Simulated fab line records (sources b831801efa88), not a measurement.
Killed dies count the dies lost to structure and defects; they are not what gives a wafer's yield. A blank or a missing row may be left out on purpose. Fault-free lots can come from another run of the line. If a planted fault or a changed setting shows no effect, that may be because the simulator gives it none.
Comparing a struck lot with a sound one | flow gf180mcu | 29 steps out of a route of 602
Sound: these wafers, L944.2, L944.4, L944.5. Struck: wafer L937.3 (L937.4, L937.5, from the same lot, were not struck and are left out); the cause is given at the end.
At each step with rows: each side's tool, then ch and its chambers, then its first start. Under that, the readings that differ: sound wafers | struck wafers | difference of the means | sigmas: that difference in standard deviations of wafers without a fault.
alike: readings whose means differ by less than 2 such deviations, and words and numbers that are the same on both sides. not compared: withheld readings, readings that some wafer has no value for, bounds like >300 that may hide the same value, and numbers for which the record gives no deviation and whose values overlap.
A row with sigmas, a row that says differs or no value, or rows on one side alone: a step with any of these is where the two part. When numbers do not overlap yet have no deviation, they are printed without sigmas and do not part them. Lack of a reading on every wafer of one side parts them only where that side has two or more wafers.

first, 5 steps without rows for these wafers: GF_V5_STRIP_19 (strips in post etch residue remover, time 1200 s); GF_V5_CLEAN_20 (cleans in DIW); GF_V5_SPUTTER_21 (material Ti, target thk 15 nm, time 80.02 s); GF_V5_SPUTTER_22 (material TiN, target thk 10 nm, time 40 s); GF_V5_CVD_23 (deposits W, target thk 350 nm, time 104.9 s).
GF_V5_RS_MEAS_24: uses a four-point probe to measure.
  struck on film metro-04, day 30 10:32; sound on film metro-02, day 31 23:23
  alike: V5_W_RS
GF_V5_THK_MEAS_25: measures by xrf.
  struck on film metro-04, day 30 10:38; sound on film metro-02, day 31 23:29
  alike: V5_W_THK
GF_V5_CMP_26: polishes, stops on SiO2, t overpolish 15 s, target thk 0 nm.
  sound on cmp-02 ch 1,2, day 31 23:32; struck on cmp-01 ch 2, day 30 10:43
  reading             | sound          | struck | difference | sigmas
  motor current A (A) | 11.5 11.7 12.2 | 9.5    | -2.3       | -2
  alike: overpolish run s, time to endpoint s
then, 1 step without rows for these wafers: GF_TOP_METAL_SPUTTER_00 (material Ti, target thk 37.5 nm, time 150 s).
GF_TOP_METAL_SPUTTER_01: material TiN, target thk 30 nm, time 25 s.
  struck on pvd sputter-04, day 30 11:04; sound on pvd sputter-02, day 31 23:56
  alike: throttle valve pct
GF_TOP_METAL_SPUTTER_02: material AlCu, target thk 900 nm, time 47.82 s.
  struck on pvd sputter-04, day 30 11:06; sound on pvd sputter-02, day 31 23:58
  alike: substrate temp c, throttle valve pct
GF_TOP_METAL_SPUTTER_03: material Ti, target thk 5 nm, time 3.3 s.
  struck on pvd sputter-04, day 30 11:08; sound on pvd sputter-02, day 32 00:01
  alike: substrate temp c, throttle valve pct
GF_TOP_METAL_SPUTTER_04: material TiN, target thk 25 nm, time 20.8 s.
  struck on pvd sputter-04, day 30 11:10; sound on pvd sputter-02, day 32 00:02
  reading                                       | sound             | struck | difference | sigmas
  model.TiN_of_TOP_METAL_SPUTTER_04.thk nm (nm) | 24.24 24.94 24.71 | 28.58  | +3.95      |
  alike: throttle valve pct
GF_TOP_METAL_RS_MEAS_05: uses a four-point probe to measure.
  struck on film metro-02, day 30 11:14; sound on film metro-04, day 32 00:05
  reading                    | sound                | struck | difference | sigmas
  TOP_METAL_ALCU_RS (ohm/sq) | 0.0327 0.0326 0.0332 | 0.0319 | -0.0009    | -2
GF_TOP_METAL_THK_MEAS_06: measures by xrf.
  struck on film metro-02, day 30 11:20; sound on film metro-04, day 32 00:11
  alike: TOP_METAL_ALCU_THK
then, 7 steps without rows for these wafers: GF_TOP_METAL_DEHYDRATE_07 (time 60 s); GF_TOP_METAL_HMDS_08 (prime time 60 s); GF_TOP_METAL_COAT_09 (resist thk 1500 nm); GF_TOP_METAL_SOFTBAKE_10 (time 60 s); GF_TOP_METAL_EXPOSE_11 (exposes mask MetalTop, target cd 440 nm); GF_TOP_METAL_PEB_12; GF_TOP_METAL_DEVELOP_13 (develop time 60 s).
GF_TOP_METAL_CD_MEAS_14: the cd target is 440 nm.
  struck on cd sem-01, day 31 04:53; sound on cd sem-01, day 32 16:25
  alike: cd nm
GF_TOP_METAL_OVL_MEAS_15:
  struck on overlay-01, day 31 04:59; sound on overlay-02, day 32 16:31
  alike: TOP_METAL_OVL
GF_TOP_METAL_METAL_ETCH_16: etches the open film in Cl2/BCl3, stops on SiO2, target depth 1077.5 nm, time 179.6 s.
  sound on rie metal-02 ch 0,1, day 32 16:33; struck on rie metal-02 ch 0, day 31 05:04
  alike: drypump motor current A, oes product au, throttle valve pct
  not compared: rf hours counter h
then, 1 step without rows for these wafers: GF_TOP_METAL_STRIP_17 (strips in O2/N2).
GF_TOP_METAL_STRIP_18: strips in post etch residue remover, time 1200 s.
  sound on wet bench-04 ch 1, day 32 16:49; struck on wet bench-02 ch 2, day 31 05:16
  reading                                       | sound             | struck | difference | sigmas
  model.TiN_of_TOP_METAL_SPUTTER_04.thk nm (nm) | 23.81 24.52 24.29 | 28.16  | +3.95      |
then, 1 step without rows for these wafers: GF_TOP_METAL_CLEAN_19 (cleans in DIW).
GF_PASSIVATION_PROBE_99:
  sound wafers here have rows in the record (prober-01, day 33 11:07); struck ones have none

WHERE THEY PART
First at GF_V5_CMP_26; last, within this record, at GF_PASSIVATION_PROBE_99.

WHY: what the simulator had put in
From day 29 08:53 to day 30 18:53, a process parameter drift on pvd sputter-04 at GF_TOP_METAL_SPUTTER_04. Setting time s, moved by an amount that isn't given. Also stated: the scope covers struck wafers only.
